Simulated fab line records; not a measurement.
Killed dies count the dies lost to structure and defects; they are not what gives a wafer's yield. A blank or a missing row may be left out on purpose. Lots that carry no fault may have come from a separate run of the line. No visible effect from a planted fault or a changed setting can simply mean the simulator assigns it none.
Chamber matching + flow gf180mcu + pecvd-04 running GF_MIM_CVD_05: 3 sister chambers
The step deposits Si3N4, target thk 42 nm, time 29.086 s. 14 wafers are shown with their chamber, then 7 later ones without.

## WAFERS, EACH WITH ITS CHAMBER
| wafer  | chamber | heater power w (W) |
|--------|---------|--------------------|
| L277.1 | 2       | 525                |
| L277.5 | 2       | 517                |
| L277.6 | 0       | 536                |
| L280.2 | 0       | 464                |
| L280.5 | 0       | 474                |
| L280.6 | 1       | 626                |
| L283.2 | 1       | 671                |
| L283.3 | 2       | 555                |
| L283.4 | 1       | 681                |
| L285.1 | 1       | 682                |
| L285.3 | 0       | 498                |
| L285.6 | 1       | 677                |
| L292.2 | 2       | 526                |
| L292.3 | 0       | 496                |

SIGNATURES (means of the wafers above)
| reading        | chamber 0 | chamber 1 | chamber 2 | scatter within a chamber |
|----------------|-----------|-----------|-----------|--------------------------|
| heater power w | 493.60    | 667.40    | 530.75    | 23.6                     |
Rule: distance of a wafer from a chamber = root of the sum over the readings of ((wafer's reading minus chamber's mean) / reading's scatter) squared. The wafer belongs to the nearest chamber; if the next one is less than 2 further off, it can't be placed. How the scatter is found: for the shown wafers, subtract from each reading the mean of its chamber, square and add these, divide the total by (wafers less chambers), then take the root.

## WAFERS WITH NO CHAMBER GIVEN
| wafer  | heater power w (W) |
|--------|--------------------|
| L292.4 | 516                |
| L293.1 | 675                |
| L293.4 | 683                |
| L293.6 | 586                |
| L296.2 | 519                |
| L296.3 | 526                |
| L296.6 | 533                |

## EACH ONE'S CHAMBER
| wafer  | from the rows above          | in truth |
|--------|------------------------------|----------|
| L292.4 | can't be placed: 2 or 0      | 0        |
| L293.1 | 1                            | 1        |
| L293.4 | 1                            | 1        |
| L293.6 | can't be placed: 2 or 1 or 0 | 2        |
| L296.2 | can't be placed: 2 or 0      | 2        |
| L296.3 | can't be placed: 2 or 0      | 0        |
| L296.6 | can't be placed: 2 or 0      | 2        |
Correctly placed: 2 of 7. Not placeable from these rows: 5 (in 5, the candidates include the true chamber). Wrongly placed: 0.
